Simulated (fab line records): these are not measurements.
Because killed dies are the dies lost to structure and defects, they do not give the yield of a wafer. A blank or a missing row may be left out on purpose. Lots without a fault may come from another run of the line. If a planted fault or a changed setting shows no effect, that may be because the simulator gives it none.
Chamber matching ; flow gf180mcu ; GF_M5_ETCH_09 on rie-diel-03 has 4 sister chambers
The step etches Si3N4 in CF4/O2, target depth 52 nm, time 11.6 s. 8 wafers are shown with their chamber, then 12 later ones without.

== WAFERS PAIRED WITH THEIR CHAMBERS ==
wafer;chamber;drypump-motor-current-A (A);oes-product-au (a.u.)
L084.6;0;6.0;0.986
L085.3;2;5.7;0.987
L085.5;2;5.7;0.986
L089.4;3;4.9;1.007
L089.6;1;6.2;1.011
L088.3;1;6.2;0.998
L088.4;0;6.2;0.989
L088.5;3;4.9;0.994

== WAFERS WHOSE CHAMBER IS MISSING ==
wafer;drypump-motor-current-A (A);oes-product-au (a.u.)
L090.4;6.1;0.998
L090.5;6.1;0.987
L090.6;4.9;0.992
L091.2;5.7;0.991
L091.3;4.8;0.995
L091.4;6.0;0.996
L093.1;4.9;0.995
L093.2;5.7;0.992
L093.4;6.1;0.983
L094.2;5.7;0.986
L094.4;6.1;1.000
L094.6;5.7;0.993

== WHICH CHAMBER EACH ONE RAN IN ==
wafer;from the rows above;in truth
L090.4;can't be placed: 0 or 1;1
L090.5;0;0
L090.6;3;3
L091.2;2;2
L091.3;3;3
L091.4;can't be placed: 0 or 1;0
L093.1;3;3
L093.2;2;2
L093.4;0;0
L094.2;2;2
L094.4;can't be placed: 1 or 0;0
L094.6;2;2
Correct placement for 9 of the 12. These rows do not allow placing 3 (true chamber among the candidates in 3). 0 placed wrongly.
How it was worked out, from the rows above alone: a wafer's distance from a chamber is the root of the sum, over the readings, of the square of ((its reading less the chamber's mean) divided by the reading's scatter). The wafer belongs to the nearest chamber; if the next one is less than 2 further off, it can't be placed. For every chamber, the mean is computed from those of its wafers that are shown. The scatter: take each reading less its chamber's mean, square it, sum over the shown wafers, divide by the number of wafers less the number of chambers, and take the root.
